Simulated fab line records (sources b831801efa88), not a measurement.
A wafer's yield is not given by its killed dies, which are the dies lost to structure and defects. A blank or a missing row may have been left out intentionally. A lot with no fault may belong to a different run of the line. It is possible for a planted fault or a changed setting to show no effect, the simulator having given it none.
fab line records -- flow gf180mcu
record lots=5, wafers=15, lastDay=34
route steps=602 shown VT_IMPLANT@123 MVSD@136 NWELL@137 LVPWELL@138 MVPSD@139 DUAL_GATE@141
lots that met no fault: taken from a fault-free run of the same line
startH: hours from the record's opening day to when the first of the lot's shown wafers began -- waitH: how many hours have passed since the lot's step before this one -- " the same as in the row above -- L1.1+2: a single row standing in for several wafers -- - either no value or no given start -- * or withheld: withheld -- < > ~ a bound
route shown NAME@n: names a module that has steps shown in the file, with the first one's number in the route -- usual: mean and standard deviation over wafers with no fault -- same: alike in all rows -- chamber/n: place in a boat -- sites: per-site readings -- _std_site: standard deviation across them -- _edge_site: the outer-site mean with the inner-site mean subtracted -- radiusMm: for every site, how far away it sits from the centre of the wafer -- mask NAME#n: copy n -- behind: tool/chamber where the wafer was last shaped -- hold: the reason the lot was held/the length of the hold in hours/how it ended -- device: which transistor (n, p or np) failed to switch -- end of line: tests run on the same wafers once the route is complete -- a step with no rows: only its recipe -- killed: count of dies lost to structure and defects at first sort (not the wafer's yield) -- map: a wafer's dies, x killed, . not, _ none there
set.NAME: the setting the step ran with; set.NAME@STEP: the setting that earlier step ran with -- model.NAME: the simulator's own value behind a step, which no gauge read
certain route steps with their lots: each step a table, each wafer a row
services: from which hour (startH, from the record's first day; less than 0 if before it) a tool's chamber was out of use, for how many hours, and why
## steps
# step GF_VT_IMPLANT_DEHYDRATE_33
# recipe tempC=200, timeS=60
# usual plateTempC=200.02/0.14
lot.wafer,tool,chamber,startH,waitH,plateTempC
L088.1,lithoTrack-04,0,241.29,8.6,200.05
L088.2,lithoTrack-04,0,241.29,8.6,199.68
L088.3,lithoTrack-04,0,241.29,8.6,200.07
L091.1,lithoTrack-02,0,261.08,8.9,200.02
L091.2,lithoTrack-02,0,261.08,8.9,199.94
L091.5,lithoTrack-02,0,261.08,8.9,200.22
L092.2,lithoTrack-01,0,274.44,9.0,200.17
L092.5,lithoTrack-01,0,274.44,9.0,200.10
L092.6,lithoTrack-01,0,274.44,9.0,200.07
L094.1,lithoTrack-02,0,280.73,9.5,200.06
L094.3,lithoTrack-02,0,280.73,9.5,200.16
L094.6,lithoTrack-02,0,280.73,9.5,200.14
L096.1,lithoTrack-04,0,295.83,9.3,200.12
L096.4,lithoTrack-04,0,295.83,9.3,199.97
L096.6,lithoTrack-04,0,295.83,9.3,199.91
# step GF_VT_IMPLANT_HMDS_34
# recipe primeTimeS=60, primeTempC=120
lot.wafer,tool,chamber,startH,waitH
L088.1+2+3,lithoTrack-04,0,241.44,0.1
L091.1+2+5,lithoTrack-02,0,261.23,0.1
L092.2+5+6,lithoTrack-01,0,274.59,0.1
L094.1+3+6,lithoTrack-02,0,280.88,0.1
L096.1+4+6,lithoTrack-04,0,295.98,0.1
# step GF_VT_IMPLANT_COAT_35
# recipe resist=NOVOLAK, spinRpm=3000, resistThkNm=1000
# usual dispensePressureKPa=50.3/1.4
lot.wafer,tool,chamber,startH,waitH,dispensePressureKPa
L088.1,lithoTrack-04,0,241.59,0.1,48.9
L088.2,lithoTrack-04,0,241.59,0.1,49.0
L088.3,lithoTrack-04,0,241.59,0.1,48.9
L091.1,lithoTrack-02,0,261.38,0.1,50.6
L091.2,lithoTrack-02,0,261.38,0.1,50.6
L091.5,lithoTrack-02,0,261.38,0.1,50.6
L092.2,lithoTrack-01,0,274.74,0.1,52.3
L092.5,lithoTrack-01,0,274.74,0.1,52.3
L092.6,lithoTrack-01,0,274.74,0.1,52.3
L094.1,lithoTrack-02,0,281.03,0.1,50.6
L094.3,lithoTrack-02,0,281.03,0.1,50.7
L094.6,lithoTrack-02,0,281.03,0.1,50.6
L096.1,lithoTrack-04,0,296.13,0.1,48.9
L096.4,lithoTrack-04,0,296.13,0.1,48.8
L096.6,lithoTrack-04,0,296.13,0.1,48.8
# step GF_VT_IMPLANT_SOFTBAKE_36
# recipe tempC=90, timeS=60, resist=NOVOLAK
# usual plateTempC=90.01/0.12
lot.wafer,tool,chamber,startH,waitH,plateTempC
L088.1,lithoTrack-04,0,241.74,0.1,90.11
L088.2,lithoTrack-04,0,241.74,0.1,90.26
L088.3,lithoTrack-04,0,241.74,0.1,90.33
L091.1,lithoTrack-02,0,261.53,0.1,90.14
L091.2,lithoTrack-02,0,261.53,0.1,90.03
L091.5,lithoTrack-02,0,261.53,0.1,90.18
L092.2,lithoTrack-01,0,274.89,0.1,90.01
L092.5,lithoTrack-01,0,274.89,0.1,90.08
L092.6,lithoTrack-01,0,274.89,0.1,90.05
L094.1,lithoTrack-02,0,281.18,0.1,89.86
L094.3,lithoTrack-02,0,281.18,0.1,89.84
L094.6,lithoTrack-02,0,281.18,0.1,90.00
L096.1,lithoTrack-04,0,296.28,0.1,89.94
L096.4,lithoTrack-04,0,296.28,0.1,89.88
L096.6,lithoTrack-04,0,296.28,0.1,90.02
# step GF_VT_IMPLANT_EXPOSE_37
# recipe maskId=Nwell_HV_AREA, targetCdNm=860, na=0.6, sourceShape=conventional, sigmaOuter=0.6, doseMj=140
# usual stageVelMmS=499.94/0.25
lot.wafer,tool,chamber,startH,waitH,mask,stageVelMmS
L088.1,ilineStepper-01,0,-,-,Nwell_HV_AREA#0,500.20
L088.2,ilineStepper-01,0,-,-,Nwell_HV_AREA#0,499.38
L088.3,ilineStepper-01,0,-,-,Nwell_HV_AREA#0,499.91
L091.1,ilineStepper-02,0,-,-,Nwell_HV_AREA#0,499.72
L091.2,ilineStepper-02,0,-,-,Nwell_HV_AREA#0,500.12
L091.5,ilineStepper-02,0,-,-,Nwell_HV_AREA#0,500.44
L092.2,ilineStepper-01,0,-,-,Nwell_HV_AREA#0,499.64
L092.5,ilineStepper-01,0,-,-,Nwell_HV_AREA#0,499.87
L092.6,ilineStepper-01,0,-,-,Nwell_HV_AREA#0,499.97
L094.1,ilineStepper-01,0,-,-,Nwell_HV_AREA#0,499.75
L094.3,ilineStepper-01,0,-,-,Nwell_HV_AREA#0,499.78
L094.6,ilineStepper-01,0,-,-,Nwell_HV_AREA#0,500.17
L096.1,ilineStepper-01,0,-,-,Nwell_HV_AREA#0,499.40
L096.4,ilineStepper-01,0,-,-,Nwell_HV_AREA#0,500.01
L096.6,ilineStepper-01,0,-,-,Nwell_HV_AREA#0,499.61
# step GF_VT_IMPLANT_PEB_38
# recipe tempC=withheld, timeS=*, resist=NOVOLAK
lot.wafer,tool,chamber,startH,waitH
L088.1+2+3,lithoTrack-02,0,-,-
L091.1+2+5,lithoTrack-04,0,-,-
L092.2+5+6,lithoTrack-04,0,-,-
L094.1+3+6,lithoTrack-01,0,-,-
L096.1+4+6,lithoTrack-02,0,-,-
# step GF_VT_IMPLANT_DEVELOP_39
# recipe developTimeS=60, devTempC=23
lot.wafer,tool,chamber,startH,waitH
L088.1+2+3,lithoTrack-02,0,251.03,0.1
L091.1+2+5,lithoTrack-04,0,270.74,0.1
L092.2+5+6,lithoTrack-04,0,284.96,0.1
L094.1+3+6,lithoTrack-01,0,291.16,0.1
L096.1+4+6,lithoTrack-02,0,306.28,0.1
# step GF_VT_IMPLANT_OVL_MEAS_40
# usual VT_IMPLANT_03_OVL=0.7/1.2
lot.wafer,tool,chamber,startH,waitH,VT_IMPLANT_03_OVL[nm]
L088.1,overlay-01,-,251.18,0.1,0.1
L088.2,overlay-01,-,251.18,0.1,0.0
L088.3,overlay-01,-,251.18,0.1,0.3
L091.1,overlay-02,-,270.89,0.1,3.2
L091.2,overlay-02,-,270.89,0.1,2.4
L091.5,overlay-02,-,270.89,0.1,2.7
L092.2,overlay-01,-,285.09,0.1,0.6
L092.5,overlay-01,-,285.09,0.1,0.7
L092.6,overlay-01,-,285.09,0.1,0.3
L094.1,overlay-02,-,291.31,0.1,-1.1
L094.3,overlay-02,-,291.31,0.1,0.5
L094.6,overlay-02,-,291.31,0.1,-1.3
L096.1,overlay-02,-,306.43,0.1,-0.6
L096.4,overlay-02,-,306.43,0.1,-2.0
L096.6,overlay-02,-,306.43,0.1,1.5
# step GF_VT_IMPLANT_IMPLANT_41
# recipe species=As, energyKev=70, doseCm2=1.013e+12, tiltDeg=7
lot.wafer,tool,chamber,startH,waitH
L088.1+2+3,implanter-03,0,251.22,0.0
L091.1+2+5,implanter-03,0,270.92,0.0
L092.2+5+6,implanter-04,0,285.15,0.0
L094.1+3+6,implanter-03,0,291.35,0.0
L096.1+4+6,implanter-04,0,306.47,0.0
# step GF_VT_IMPLANT_STRIP_42
# recipe chemistry=O2/N2, powerW=1400, pressureMtorr=1500, platenTempC=250, o2FlowSccm=3000, n2FlowSccm=300, overashFraction=0.5
# usual drypumpMotorCurrentA=5.3/0.52, heaterPowerW=350/46, n2FlowSccm=300.0/0.87, oesProductAu=0.716/0.0045, stripTimeToEndpointS=12.65/0.031
lot.wafer,tool,chamber,startH,waitH,drypumpMotorCurrentA,heaterPowerW,n2FlowSccm,oesProductAu,rfHoursCounterH,stripTimeToEndpointS
L088.1,plasmaAsher-04,1,251.37,0.1,5.7,412,298.9,0.714,65,12.67
L088.2,plasmaAsher-04,0,251.37,0.1,4.6,314,298.9,0.711,65,12.64
L088.3,plasmaAsher-04,1,251.37,0.1,5.7,407,299.3,0.715,-,12.68
L091.1,plasmaAsher-03,0,271.07,0.1,4.9,346,300.3,0.712,44,12.62
L091.2,plasmaAsher-03,1,271.07,0.1,5.9,294,300.4,0.708,44,12.63
L091.5,plasmaAsher-03,1,271.07,0.1,5.9,299,300.1,0.715,-,12.64
L092.2,plasmaAsher-04,0,285.27,0.1,4.6,319,299.5,0.711,69,12.66
L092.5,plasmaAsher-04,1,285.27,0.1,5.7,415,299.9,0.712,-,12.66
L092.6,plasmaAsher-04,0,285.27,0.1,4.6,315,300.1,0.719,-,12.63
L094.1,plasmaAsher-01,1,291.50,0.1,4.9,345,301.3,0.714,62,12.70
L094.3,plasmaAsher-01,0,291.50,0.1,5.9,376,298.9,0.721,-,12.70
L094.6,plasmaAsher-01,1,291.50,0.1,4.9,337,300.1,0.719,-,12.67
L096.1,plasmaAsher-03,0,306.62,0.1,5.0,350,299.3,0.713,47,12.63
L096.4,plasmaAsher-03,1,306.62,0.1,5.9,287,298.4,0.717,-,12.60
L096.6,plasmaAsher-03,0,306.62,0.1,5.0,351,299.4,0.716,-,12.63
# step GF_VT_IMPLANT_TW_MEAS_43
# usual VT_IMPLANT_4_TW=692/4.2
lot.wafer,tool,chamber,startH,waitH,VT_IMPLANT_4_TW
L088.1,filmMetro-01,-,251.47,0.1,694
L088.2,filmMetro-01,-,251.47,0.1,690
L088.3,filmMetro-01,-,251.47,0.1,690
L091.1,filmMetro-03,-,271.17,0.1,694
L091.2,filmMetro-03,-,271.17,0.1,696
L091.5,filmMetro-03,-,271.17,0.1,690
L092.2,filmMetro-01,-,285.38,0.1,697
L092.5,filmMetro-01,-,285.38,0.1,693
L092.6,filmMetro-01,-,285.38,0.1,701
L094.1,filmMetro-03,-,291.60,0.1,687
L094.3,filmMetro-03,-,291.60,0.1,689
L094.6,filmMetro-03,-,291.60,0.1,694
L096.1,filmMetro-03,-,306.72,0.1,695
L096.4,filmMetro-03,-,306.72,0.1,694
L096.6,filmMetro-03,-,306.72,0.1,689
# step GF_VT_IMPLANT_CLEAN_44
# recipe chemistry=SC1/SC2, mix=1:4:20, tempC=70, timeS=150, dry=n2Spin
# usual bathGuardTempC=70.1/0.42, tempC=70.02/0.14
lot.wafer,tool,chamber,startH,waitH,bathGuardTempC,tempC
L088.1,wetBench-01,2,251.53,0.1,69.8,69.94
L088.2,wetBench-01,2,251.53,0.1,69.9,69.98
L088.3,wetBench-01,2,251.53,0.1,69.7,69.95
L091.1,wetBench-01,1,271.23,0.1,70.0,70.16
L091.2,wetBench-01,1,271.23,0.1,70.0,70.00
L091.5,wetBench-01,1,271.23,0.1,70.0,70.18
L092.2,wetBench-01,3,285.43,0.0,70.4,70.29
L092.5,wetBench-01,3,285.43,0.0,70.6,70.21
L092.6,wetBench-01,3,285.43,0.0,70.1,70.29
L094.1,wetBench-04,2,291.66,0.1,70.3,69.93
L094.3,wetBench-04,2,291.66,0.1,69.9,70.00
L094.6,wetBench-04,2,291.66,0.1,70.2,69.73
L096.1,wetBench-03,3,306.78,0.1,69.5,70.06
L096.4,wetBench-03,3,306.78,0.1,69.6,70.03
L096.6,wetBench-03,3,306.78,0.1,69.5,70.04
# step GF_VT_IMPLANT_RTA_45
# recipe tempC=1050, timeS=30, ambient=N2
# usual chamberO2Ppm=2.000/0.023, lampPowerPct=42.3/1.2, wafer_temp_C_max=1055.8/2.7
lot.wafer,tool,chamber,startH,waitH,chamberO2Ppm,lampPowerPct,wafer_temp_C_max
L088.1,rtpAnneal-02,0,251.58,0.0,2.024,41.1,1058.9
L088.2,rtpAnneal-02,0,251.58,0.0,1.980,41.0,1056.2
L088.3,rtpAnneal-02,0,251.58,0.0,1.991,41.0,1056.0
L091.1,rtpAnneal-01,0,271.29,0.0,1.979,43.5,1053.7
L091.2,rtpAnneal-01,0,271.29,0.0,1.984,43.5,1053.6
L091.5,rtpAnneal-01,0,271.29,0.0,1.983,43.5,1052.7
L092.2,rtpAnneal-02,0,285.50,0.0,2.079,40.9,1060.9
L092.5,rtpAnneal-02,0,285.50,0.0,2.004,41.1,1057.0
L092.6,rtpAnneal-02,0,285.50,0.0,1.996,41.0,1060.1
L094.1,rtpAnneal-02,0,291.71,0.0,1.998,41.0,1059.5
L094.3,rtpAnneal-02,0,291.71,0.0,2.006,41.0,1058.5
L094.6,rtpAnneal-02,0,291.71,0.0,1.986,41.0,1057.4
L096.1,rtpAnneal-02,0,306.88,0.0,1.987,40.9,1057.5
L096.4,rtpAnneal-02,0,306.88,0.0,2.009,41.0,1055.6
L096.6,rtpAnneal-02,0,306.88,0.0,1.977,41.0,1057.7
# step GF_VT_IMPLANT_RS_MEAS_46
# recipe thkMeasGauge=four-point-probe
# usual MVSD_RS=457.4/0.98
lot.wafer,tool,chamber,startH,waitH,MVSD_RS[ohm/sq]
L088.1,filmMetro-02,-,251.68,0.1,457.8
L088.2,filmMetro-02,-,251.68,0.1,456.7
L088.3,filmMetro-02,-,251.68,0.1,458.4
L091.1,filmMetro-04,-,271.39,0.1,456.9
L091.2,filmMetro-04,-,271.39,0.1,456.6
L091.5,filmMetro-04,-,271.39,0.1,456.9
L092.2,filmMetro-01,-,285.61,0.1,455.8
L092.5,filmMetro-01,-,285.61,0.1,456.4
L092.6,filmMetro-01,-,285.61,0.1,455.8
L094.1,filmMetro-01,-,291.81,0.1,456.9
L094.3,filmMetro-01,-,291.81,0.1,455.2
L094.6,filmMetro-01,-,291.81,0.1,457.0
L096.1,filmMetro-04,-,306.98,0.1,455.8
L096.4,filmMetro-04,-,306.98,0.1,455.8
L096.6,filmMetro-04,-,306.98,0.1,455.3
# step GF_VT_IMPLANT_RS_MEAS_47
# recipe thkMeasGauge=four-point-probe
# usual NWELL_RS=488.6/1.5
lot.wafer,tool,chamber,startH,waitH,NWELL_RS[ohm/sq]
L088.1,filmMetro-02,-,251.80,0.1,490.4
L088.2,filmMetro-02,-,251.80,0.1,489.0
L088.3,filmMetro-02,-,251.80,0.1,488.3
L091.1,filmMetro-04,-,271.51,0.1,486.1
L091.2,filmMetro-04,-,271.51,0.1,485.4
L091.5,filmMetro-04,-,271.51,0.1,486.2
L092.2,filmMetro-01,-,285.73,0.1,487.4
L092.5,filmMetro-01,-,285.73,0.1,488.2
L092.6,filmMetro-01,-,285.73,0.1,488.3
L094.1,filmMetro-01,-,291.93,0.1,489.6
L094.3,filmMetro-01,-,291.93,0.1,491.7
L094.6,filmMetro-01,-,291.93,0.1,490.9
L096.1,filmMetro-04,-,307.10,0.1,487.8
L096.4,filmMetro-04,-,307.10,0.1,489.1
L096.6,filmMetro-04,-,307.10,0.1,489.2
# step GF_VT_IMPLANT_RS_MEAS_48
# recipe thkMeasGauge=four-point-probe
# usual LVPWELL_RS=1198.2/2.8
lot.wafer,tool,chamber,startH,waitH,LVPWELL_RS[ohm/sq]
L088.1,filmMetro-02,-,251.92,0.1,1195.2
L088.2,filmMetro-02,-,251.92,0.1,1194.7
L088.3,filmMetro-02,-,251.92,0.1,1196.2
L091.1,filmMetro-04,-,271.63,0.1,1199.9
L091.2,filmMetro-04,-,271.63,0.1,1199.9
L091.5,filmMetro-04,-,271.63,0.1,1200.0
L092.2,filmMetro-01,-,285.85,0.1,1200.3
L092.5,filmMetro-01,-,285.85,0.1,1198.1
L092.6,filmMetro-01,-,285.85,0.1,1206.8
L094.1,filmMetro-01,-,292.05,0.1,1200.0
L094.3,filmMetro-01,-,292.05,0.1,1196.9
L094.6,filmMetro-01,-,292.05,0.1,1198.8
L096.1,filmMetro-04,-,307.22,0.1,1198.1
L096.4,filmMetro-04,-,307.22,0.1,1197.5
L096.6,filmMetro-04,-,307.22,0.1,1195.2
# step GF_VT_IMPLANT_RS_MEAS_49
# recipe thkMeasGauge=four-point-probe
# usual MVPSD_RS=1170.7/2.6
lot.wafer,tool,chamber,startH,waitH,MVPSD_RS[ohm/sq]
L088.1,filmMetro-02,-,252.04,0.1,1175.3
L088.2,filmMetro-02,-,252.04,0.1,1172.5
L088.3,filmMetro-02,-,252.04,0.1,1171.9
L091.1,filmMetro-04,-,271.75,0.1,1171.3
L091.2,filmMetro-04,-,271.75,0.1,1167.8
L091.5,filmMetro-04,-,271.75,0.1,1171.0
L092.2,filmMetro-01,-,285.97,0.1,1172.5
L092.5,filmMetro-01,-,285.97,0.1,1168.1
L092.6,filmMetro-01,-,285.97,0.1,1174.2
L094.1,filmMetro-01,-,292.17,0.1,1172.9
L094.3,filmMetro-01,-,292.17,0.1,1172.3
L094.6,filmMetro-01,-,292.17,0.1,1169.5
L096.1,filmMetro-04,-,307.34,0.1,1172.4
L096.4,filmMetro-04,-,307.34,0.1,1172.4
L096.6,filmMetro-04,-,307.34,0.1,1172.8
# step GF_VT_IMPLANT_WET_ETCH_50
# recipe chemistry=dHF, targetDepthNm=20, target=SiO2, tempC=25, dilution=100:1, timeS=390.6
# usual tempC=24.99/0.11
lot.wafer,tool,chamber,startH,waitH,tempC
L088.1,wetBench-04,2,252.16,0.1,24.97
L088.2,wetBench-04,2,252.16,0.1,25.13
L088.3,wetBench-04,2,252.16,0.1,24.90
L091.1,wetBench-01,2,271.87,0.1,24.77
L091.2,wetBench-01,2,271.87,0.1,24.91
L091.5,wetBench-01,2,271.87,0.1,24.81
L092.2,wetBench-03,2,286.07,0.1,25.18
L092.5,wetBench-03,2,286.07,0.1,24.94
L092.6,wetBench-03,2,286.07,0.1,24.95
L094.1,wetBench-01,0,292.29,0.1,25.06
L094.3,wetBench-01,0,292.29,0.1,25.10
L094.6,wetBench-01,0,292.29,0.1,25.18
L096.1,wetBench-01,2,307.46,0.1,24.97
L096.4,wetBench-01,2,307.46,0.1,24.87
L096.6,wetBench-01,2,307.46,0.1,24.91
# step GF_DUAL_GATE_CLEAN_00
# recipe chemistry=SC1/SC2, mix=1:4:20, tempC=70, timeS=150
# usual bathGuardTempC=70.0/0.5, tempC=70.00/0.12
lot.wafer,tool,chamber,startH,waitH,bathGuardTempC,tempC
L088.1,wetBench-03,0,252.29,0.0,70.5,70.13
L088.2,wetBench-03,0,252.29,0.0,70.5,70.13
L088.3,wetBench-03,0,252.29,0.0,70.6,70.14
L091.1,wetBench-04,0,272.01,0.0,69.0,70.06
L091.2,wetBench-04,0,272.01,0.0,69.3,69.92
L091.5,wetBench-04,0,272.01,0.0,69.1,70.05
L092.2,wetBench-04,0,286.20,0.0,69.0,69.89
L092.5,wetBench-04,0,286.20,0.0,69.0,69.96
L092.6,wetBench-04,0,286.20,0.0,69.0,69.96
L094.1,wetBench-04,3,292.41,0.0,70.0,69.91
L094.3,wetBench-04,3,292.41,0.0,70.5,70.12
L094.6,wetBench-04,3,292.41,0.0,70.0,70.16
L096.1,wetBench-04,3,307.58,0.0,69.9,70.03
L096.4,wetBench-04,3,307.58,0.0,69.8,70.04
L096.6,wetBench-04,3,307.58,0.0,70.3,70.02
# step GF_DUAL_GATE_CLEAN_01
# recipe chemistry=dHF, timeS=20, dilution=100:1, dry=ipaMarangoni
lot.wafer,tool,chamber,startH,waitH
L088.1+2+3,wetBench-01,1,252.34,0.0
L091.1+2+5,wetBench-01,1,272.06,0.0
L092.2+5+6,wetBench-01,3,286.25,0.0
L094.1+3+6,wetBench-01,3,292.47,0.0
L096.1+4+6,wetBench-01,0,307.63,0.0
# step GF_DUAL_GATE_OXIDATION_02
# recipe tempC=900, ambient=O2, stabiliseS=600, purgeS=300, targetThkA=108.87, oxTimeS=1602
# usual oxTempC=900.0/0.36, oxTempCMax=903.5/1.4, spikeTcCentreC=900.9/1, tubeCenterTempC=900.01/0.086
lot.wafer,tool,chamber,startH,waitH,oxTempC,oxTempCMax,spikeTcCentreC,tubeCenterTempC
L088.1,furnace-01,0,253.12,0.8,899.8,904.1,901.7,900.11
L088.2,furnace-01,0,253.12,0.8,900.3,905.1,901.9,900.1
L088.3,furnace-01,0,253.12,0.8,900.0,904.9,900.1,900.03
L091.1,furnace-01,0,272.08,0.0,899.5,904.1,901.8,899.91
L091.2,furnace-01,0,272.08,0.0,900.2,905.4,900.0,900.07
L091.5,furnace-01,0,272.08,0.0,899.9,904.5,900.4,900.14
L092.2,furnace-01,0,287.91,1.6,900.2,904.6,900.8,899.93
L092.5,furnace-01,0,287.91,1.6,900.3,905.7,900.9,900.04
L092.6,furnace-01,0,287.91,1.6,899.7,905.1,902.4,899.96
L094.1,furnace-02,0,293.72,1.2,899.3,901.6,901.7,899.99
L094.3,furnace-02,0,293.72,1.2,900.2,903.0,899.5,899.87
L094.6,furnace-02,0,293.72,1.2,899.7,902.2,899.6,900.1
L096.1,furnace-01,0,307.64,0.0,900.2,905.3,901.7,899.94
L096.4,furnace-01,0,307.64,0.0,899.9,905.6,899.7,900.07
L096.6,furnace-01,0,307.64,0.0,900.0,905.0,901.2,900.18
# step GF_DUAL_GATE_THK_MEAS_03
# recipe reads=SiO2_of_DUAL_GATE_OXIDATION_02
# usual DUAL_GATE_OXIDATION_00_THK=10.83/0.21
lot.wafer,tool,chamber,startH,waitH,DUAL_GATE_OXIDATION_00_THK[nm]
L088.1,filmMetro-01,-,254.57,0.0,10.82
L088.2,filmMetro-01,-,254.57,0.0,10.89
L088.3,filmMetro-01,-,254.57,0.0,10.93
L091.1,filmMetro-01,-,273.52,0.0,11.20
L091.2,filmMetro-01,-,273.52,0.0,11.08
L091.5,filmMetro-01,-,273.52,0.0,10.93
L092.2,filmMetro-01,-,289.36,0.0,11.19
L092.5,filmMetro-01,-,289.36,0.0,11.09
L092.6,filmMetro-01,-,289.36,0.0,11.25
L094.1,filmMetro-01,-,295.17,0.0,10.48
L094.3,filmMetro-01,-,295.17,0.0,10.56
L094.6,filmMetro-01,-,295.17,0.0,10.44
L096.1,filmMetro-03,-,309.09,0.0,11.11
L096.4,filmMetro-03,-,309.09,0.0,11.18
L096.6,filmMetro-03,-,309.09,0.0,11.04
# step GF_DUAL_GATE_DEHYDRATE_04
# recipe tempC=200, timeS=60
# usual plateTempC=199.99/0.16
lot.wafer,tool,chamber,startH,waitH,plateTempC
L088.1,lithoTrack-01,0,263.91,9.3,200.17
L088.2,lithoTrack-01,0,263.91,9.3,200.14
L088.3,lithoTrack-01,0,263.91,9.3,199.96
L091.1,lithoTrack-02,0,282.88,9.3,199.78
L091.2,lithoTrack-02,0,282.88,9.3,199.87
L091.5,lithoTrack-02,0,282.88,9.3,199.58
L092.2,lithoTrack-01,0,298.59,9.2,200.09
L092.5,lithoTrack-01,0,298.59,9.2,200.25
L092.6,lithoTrack-01,0,298.59,9.2,200.05
L094.1,lithoTrack-02,0,304.88,9.7,200.21
L094.3,lithoTrack-02,0,304.88,9.7,199.85
L094.6,lithoTrack-02,0,304.88,9.7,200.07
L096.1,lithoTrack-01,0,319.06,10.0,199.87
L096.4,lithoTrack-01,0,319.06,10.0,199.92
L096.6,lithoTrack-01,0,319.06,10.0,199.79
## services
tool,chamber,startH,hours,kind
plasmaAsher-01,-,218.69,1.0,repair
lithoTrack-01,-,219.77,-,consumableReplace:filter
ilineStepper-02,-,240.30,1.7,pm
furnace-01,-,249.41,3.7,pm
furnace-02,-,286.69,3.2,pm
implanter-03,-,294.65,1.4,repair
ilineStepper-01,-,306.51,1.7,pm
## key
fault none
